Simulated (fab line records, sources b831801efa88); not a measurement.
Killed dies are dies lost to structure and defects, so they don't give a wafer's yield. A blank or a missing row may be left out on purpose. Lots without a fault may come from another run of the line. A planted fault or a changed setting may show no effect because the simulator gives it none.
A struck lot beside a sound one | flow gf180mcu | 14 steps out of a route of 602
Sound: wafers L213.1, L213.3, L213.4. Struck: wafers L215.1, L215.4, L215.5. The cause comes at the end.
At each step with rows: each side's tool, then ch and its chambers, then its first start. Under that, the readings that differ: sound wafers | struck wafers | difference of the means | sigmas: that difference in standard deviations of wafers without a fault.
alike: readings whose means differ by less than 2 such deviations, and words and numbers that are the same on both sides. not compared: withheld readings, readings that some wafer has no value for, bounds like >300 that may hide the same value, and numbers for which the record gives no deviation and whose values overlap.
The two part at a step that has a row with sigmas, a row that says differs or no value, or rows on one side only. Numbers that don't overlap but have no deviation are shown without sigmas and don't part them. A reading that every wafer of one side lacks parts them only if that side has two wafers or more.

first, 1 step without rows for these wafers: GF_MVSD_DEVELOP_06 (develop time 60 s).
GF_MVSD_OVL_MEAS_07:
  sound on overlay-02, day 7 10:56; struck on overlay-01, day 7 21:44
  alike: MVSD_OVL
then, 2 steps without rows for these wafers: GF_MVSD_IMPLANT_08; GF_MVSD_IMPLANT_09.
GF_MVSD_STRIP_10: strips in O2/N2.
  sound on plasma_asher-03 ch 0,1, day 7 11:16; struck on plasma_asher-03 ch 0,1, day 7 22:05
  alike: drypump_motor_current_A, heater_power_w, oes_product_au, strip_time_to_endpoint_s
  not compared: rf_hours_counter_h
GF_MVSD_TW_MEAS_11:
  sound on film_metro-01, day 7 11:22; struck on film_metro-04, day 7 22:11
  alike: MVSD_TW
then, 6 steps without rows for these wafers: GF_MVPSD_DEHYDRATE_00 (time 60 s); GF_MVPSD_HMDS_01 (prime time 60 s); GF_MVPSD_COAT_02 (resist thk 3000 nm); GF_MVPSD_SOFTBAKE_03; GF_MVPSD_EXPOSE_04 (exposes mask MVPSD, target cd 1000 nm); GF_MVPSD_PEB_05.
GF_MVPSD_DEVELOP_06: develop time 60 s.
  sound on litho_track-03 ch 0, day 8 03:00; struck on litho_track-01, day 8 14:00
  no value came back on the struck wafers for chill_plate_temp_C (C), develop_time_s (s), developer_temp_C (C); on the sound wafers chill_plate_temp_C (C) reads 23.04 23.09 23.08
GF_MVPSD_OVL_MEAS_07:
  sound on overlay-01, day 8 03:11; struck on overlay-02, day 8 14:31
  reading        | sound        | struck | difference                    | sigmas
  MVPSD_OVL (nm) | -0.3 0.2 0.6 | - - -  | no value on the struck wafers |

WHERE THEY PART
First at GF_MVPSD_DEVELOP_06; last, within this record, at GF_MVPSD_OVL_MEAS_07.

WHY: what the simulator had put in
Skipped step whole: litho_track-01, from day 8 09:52 on, at GF_MVPSD_DEVELOP_06. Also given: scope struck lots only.
